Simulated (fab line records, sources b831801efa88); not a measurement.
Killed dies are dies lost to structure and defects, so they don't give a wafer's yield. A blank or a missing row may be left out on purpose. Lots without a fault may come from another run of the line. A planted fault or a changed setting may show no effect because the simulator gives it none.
Which tool did it? | flow sky130 | 12 lots, 36 wafers sampled, at 6 steps of a route of 708

WHAT THE GAUGES READ, wafer by wafer
SKY_CONTACT_THK_MEAS_03.
lot  | measured     | on            | CONTACT_HDPCVD_THK (nm)
L138 | day 31 15:44 | film_metro-02 | 573 567 569
L139 | day 31 20:54 | film_metro-02 | 561 564 563
L140 | day 32 01:14 | film_metro-02 | 566 560 563
L145 | day 34 05:33 | film_metro-02 | 559 567 553
L149 | day 35 09:50 | film_metro-04 | 457 566 459
L150 | day 35 13:41 | film_metro-02 | 565 568 458
L151 | day 35 19:02 | film_metro-04 | 567 566 565
L154 | day 36 15:50 | film_metro-04 | 568 569 555
L157 | day 37 13:14 | film_metro-04 | 559 559 565
L158 | day 37 17:50 | film_metro-04 | 563 563 565
L159 | day 38 08:05 | film_metro-02 | 564 566 564
L161 | day 38 18:35 | film_metro-03 | 570 570 566

SKY_CONTACT_OVL_MEAS_15.
lot  | measured     | on         | CONTACT_OVL (nm)
L138 | day 32 21:35 | overlay-02 | -1 -2 2
L139 | day 33 01:27 | overlay-01 | 1 3 -6
L140 | day 33 05:44 | overlay-02 | 5 2 0
L145 | day 35 09:08 | overlay-02 | -3 3 4
L149 | day 36 13:44 | overlay-01 | -2 -8 -6
L150 | day 36 17:23 | overlay-01 | -4 -4 -6
L151 | day 36 22:35 | overlay-02 | -2 -1 -2
L154 | day 37 18:03 | overlay-02 | -9 -6 -12
L157 | day 38 15:50 | overlay-02 | -3 -6 -1
L158 | day 38 20:42 | overlay-02 | 9 -1 -2
L159 | day 39 11:11 | overlay-01 | -4 -3 1
L161 | day 39 20:26 | overlay-01 | 5 -7 6

SKY_CONTACT_RS_MEAS_25: measures by four-point-probe.
lot  | measured     | on            | CONTACT_W_RS (ohm/sq)
L138 | day 32 22:38 | film_metro-03 | 0.329 0.332 0.337
L139 | day 33 02:25 | film_metro-03 | 0.338 0.333 0.342
L140 | day 33 06:40 | film_metro-02 | 0.331 0.338 0.339
L145 | day 35 10:08 | film_metro-02 | 0.338 0.338 0.337
L149 | day 36 14:40 | film_metro-02 | 0.335 0.333 0.334
L150 | day 36 18:19 | film_metro-04 | 0.337 0.334 0.336
L151 | day 36 23:32 | film_metro-03 | 0.333 0.336 0.335
L154 | day 37 19:06 | film_metro-04 | 0.331 0.331 0.336
L157 | day 38 16:46 | film_metro-04 | 0.338 0.339 0.341
L158 | day 38 21:42 | film_metro-03 | 0.337 0.336 0.332
L159 | day 39 12:09 | film_metro-03 | 0.341 0.338 0.340
L161 | day 39 21:24 | film_metro-03 | 0.333 0.335 0.337

WHICH TOOL RAN EACH LOT (tool, then ch and the chambers of the sampled wafers, then the start)
lot  | SKY_LI_CONTACT_CVD_21         | SKY_CONTACT_HDPCVD_02            | SKY_CONTACT_CMP_04
L138 | cvd_w-01 ch 0,1, day 30 09:44 | hdpcvd-02 ch 0,1,2, day 31 15:40 | cmp-02 ch 0,1, day 31 16:04
L139 | cvd_w-02 ch 0,1, day 30 14:22 | hdpcvd-02 ch 0,1,2, day 31 20:49 | cmp-01 ch 1,2,3, day 31 21:14
L140 | cvd_w-01 ch 0,1, day 30 19:23 | hdpcvd-01 ch 0,2, day 32 01:10   | cmp-01 ch 1,2,3, day 32 01:18
L145 | cvd_w-02 ch 0,1, day 33 00:12 | hdpcvd-01 ch 0,1,2, day 34 05:29 | cmp-02 ch 1,2,3, day 34 05:44
L149 | cvd_w-01 ch 0,1, day 34 04:52 | hdpcvd-01 ch 1,2, day 35 09:46   | cmp-02 ch 0,1,2, day 35 09:56
L150 | cvd_w-02 ch 1, day 34 09:08   | hdpcvd-01 ch 0,1,2, day 35 13:37 | cmp-01 ch 0,2,3, day 35 13:51
L151 | cvd_w-02 ch 0,1, day 34 14:07 | hdpcvd-02 ch 0,1,2, day 35 18:58 | cmp-02 ch 0,1,2, day 35 19:05
L154 | cvd_w-01 ch 0,1, day 35 10:53 | hdpcvd-02 ch 0,1,2, day 36 15:46 | cmp-01 ch 0,1,2, day 36 16:01
L157 | cvd_w-02 ch 0,1, day 36 10:15 | hdpcvd-02 ch 0,1,2, day 37 13:10 | cmp-02 ch 0,1,2, day 37 13:21
L158 | cvd_w-01 ch 0,1, day 36 14:01 | hdpcvd-02 ch 0,1,2, day 37 17:45 | cmp-02 ch 0,1,2, day 37 18:02
L159 | cvd_w-01 ch 0,1, day 37 03:55 | hdpcvd-02 ch 0,2, day 38 08:01   | cmp-01 ch 1,2, day 38 08:08
L161 | cvd_w-01 ch 0,1, day 37 15:10 | hdpcvd-02 ch 1,2, day 38 18:31   | cmp-01 ch 1,2, day 38 18:38
- SKY_LI_CONTACT_CVD_21: deposits W, target thk 400 nm, time 120.56 s.
- SKY_CONTACT_HDPCVD_02: deposits SiO2, target thk 565 nm, time 94.2 s.
- SKY_CONTACT_CMP_04: polishes SiO2.

WHAT THE TOOLS THEMSELVES READ (means of the sampled wafers that have a number; where no wafer has one, the mark that the record gives instead)
SKY_LI_CONTACT_CVD_21.
lot  | tool     | heater_power_w (W)
L138 | cvd_w-01 | 872
L139 | cvd_w-02 | 980
L140 | cvd_w-01 | 821
L145 | cvd_w-02 | 978
L149 | cvd_w-01 | 826
L150 | cvd_w-02 | 936
L151 | cvd_w-02 | 970
L154 | cvd_w-01 | 821
L157 | cvd_w-02 | 987
L158 | cvd_w-01 | 881
L159 | cvd_w-01 | 830
L161 | cvd_w-01 | 840

SKY_CONTACT_HDPCVD_02.
lot  | tool      | sih4_flow_sccm (sccm)
L138 | hdpcvd-02 | 60.12
L139 | hdpcvd-02 | 60.02
L140 | hdpcvd-01 | 60.21
L145 | hdpcvd-01 | 59.90
L149 | hdpcvd-01 | 51.91
L150 | hdpcvd-01 | 55.98
L151 | hdpcvd-02 | 59.85
L154 | hdpcvd-02 | 59.92
L157 | hdpcvd-02 | 59.98
L158 | hdpcvd-02 | 60.02
L159 | hdpcvd-02 | 59.95
L161 | hdpcvd-02 | 60.12

SKY_CONTACT_CMP_04.
lot  | tool   | motor_current_A (A) | time_to_endpoint_s (s)
L138 | cmp-02 | 11.9                | 82
L139 | cmp-01 | 12.2                | 86
L140 | cmp-01 | 12.0                | 82
L145 | cmp-02 | 12.4                | 80
L149 | cmp-02 | 12.3                | 52
L150 | cmp-01 | 11.6                | 68
L151 | cmp-02 | 12.4                | 83
L154 | cmp-01 | 10.8                | 83
L157 | cmp-02 | 12.7                | 76
L158 | cmp-02 | 12.3                | 79
L159 | cmp-01 | 11.5                | 83
L161 | cmp-01 | 11.7                | 83

THE ANSWER, worked out from the rows above alone
Rule: what is usual is taken from the lots themselves. Put in order of their means at a reading, lots are off if they are a third of the lots or fewer, leave a main group of 4 or more, and stand apart from it by a gap of 3 or more times the standard deviation of the main group's means; of several such gaps the widest counts. A main group whose means are all the same, to the digits that the tables above print for the reading, isn't used. A lot without any number at a reading at which 4 lots or more have one is off too. The other lots that the step has rows for count as sound. The gauges are gone through in route order, then the tools' own readings, and for those a lot's mean is taken as printed above. The first step at which some lot is off is used, and at that step the reading that is off furthest; a lot without a number counts as furthest.
Off: L149, L150, at SKY_CONTACT_THK_MEAS_03 (CONTACT_HDPCVD_THK). The main group: mean 564 nm, standard deviation 3.
A tool fits if, at a process step before that reading, it ran every lot that is off, and no sound lot after the first of them. The gauges at SKY_CONTACT_THK_MEAS_03 aren't tried: what is off there is off at SKY_CONTACT_HDPCVD_02 too, on other tools, and a gauge's error can't cause that. One fits: hdpcvd-01 at SKY_CONTACT_HDPCVD_02. Its last sound lot is L145 (day 34 05:29), its first lot that is off L149 (day 35 09:46): a fault that began between those two fits.
The tool's own readings at SKY_CONTACT_HDPCVD_02 bear it out: on the lots that are off they differ by more than 5 times the standard deviation of the sound lots' means. sih4_flow_sccm reads 53.94 sccm there against 60.01 sccm on the sound lots.

WHAT THE SIMULATOR HAD PUT IN
Process parameter drift: hdpcvd-01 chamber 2, from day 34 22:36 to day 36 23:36, at SKY_CONTACT_HDPCVD_02. Setting sih4_flow_sccm, moved by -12, from 60. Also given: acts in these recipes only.
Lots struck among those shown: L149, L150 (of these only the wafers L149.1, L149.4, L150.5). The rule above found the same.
